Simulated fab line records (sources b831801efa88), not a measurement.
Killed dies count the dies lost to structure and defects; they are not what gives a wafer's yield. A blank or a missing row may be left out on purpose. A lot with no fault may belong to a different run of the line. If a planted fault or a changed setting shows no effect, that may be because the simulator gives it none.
Chamber matching    flow sky130    SKY_VIA1_ETCH_15 on rieDiel-02 has 4 sister chambers
The step etches SiO2 in C4F8/O2/Ar, stops on TiN, target depth 351 nm, time 54 s. 14 wafers are shown with their chamber, then 7 later ones without.

== WAFERS WITH THEIR CHAMBER ==
wafer   chamber  oesProductAu (a.u.)  biasW (W)
L075.1  1        0.986                1200
L075.4  2        0.979                1203
L075.5  0        0.980                1205
L083.2  0        0.977                1201
L083.3  3        0.995                1208
L083.4  1        0.977                1200
L086.2  2        0.969                1197
L086.3  3        0.981                1204
L086.4  0        0.983                1199
L090.1  1        0.984                1203
L090.4  0        0.985                1203
L090.6  0        0.987                1195
L091.2  0        0.977                1200
L091.5  2        0.971                1201

SIGNATURES (averages over the wafers above)
reading       chamber 0  chamber 1  chamber 2  chamber 3  scatter within a chamber
oesProductAu  0.98150    0.98233    0.97300    0.98800    0.00535
biasW         1200.50    1201.00    1200.33    1206.00    3.04
Rule: distance of a wafer from a chamber = root of the sum over the readings of ((wafer's reading minus chamber's mean) / reading's scatter) squared. If the next closest chamber is less than 2 further off than the closest, the wafer can't be placed; otherwise it belongs to the closest. The scatter: take each reading less its chamber's mean, square it, sum over the shown wafers, divide by the number of wafers less the number of chambers, and take the root.

== WAFERS WHOSE CHAMBER IS MISSING ==
wafer   oesProductAu (a.u.)  biasW (W)
L091.6  0.984                1196
L094.1  0.984                1191
L094.4  0.979                1197
L094.5  0.975                1200
L097.4  0.996                1198
L097.5  0.986                1196
L097.6  0.968                1207

== WHICH CHAMBER EACH WENT THROUGH ==
wafer   from the rows above                in truth
L091.6  can't be placed: 0 or 1 or 2 or 3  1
L094.1  can't be placed: 0 or 1 or 2 or 3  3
L094.4  can't be placed: 0 or 1 or 2       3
L094.5  can't be placed: 2 or 0 or 1       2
L097.4  can't be placed: 1 or 0 or 3 or 2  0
L097.5  can't be placed: 0 or 1 or 2 or 3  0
L097.6  can't be placed: 2 or 0 or 1 or 3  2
0 of 7 placed correctly. Not placeable from these rows: 7 (in 6, the candidates include the true chamber). Placed wrongly: 0.
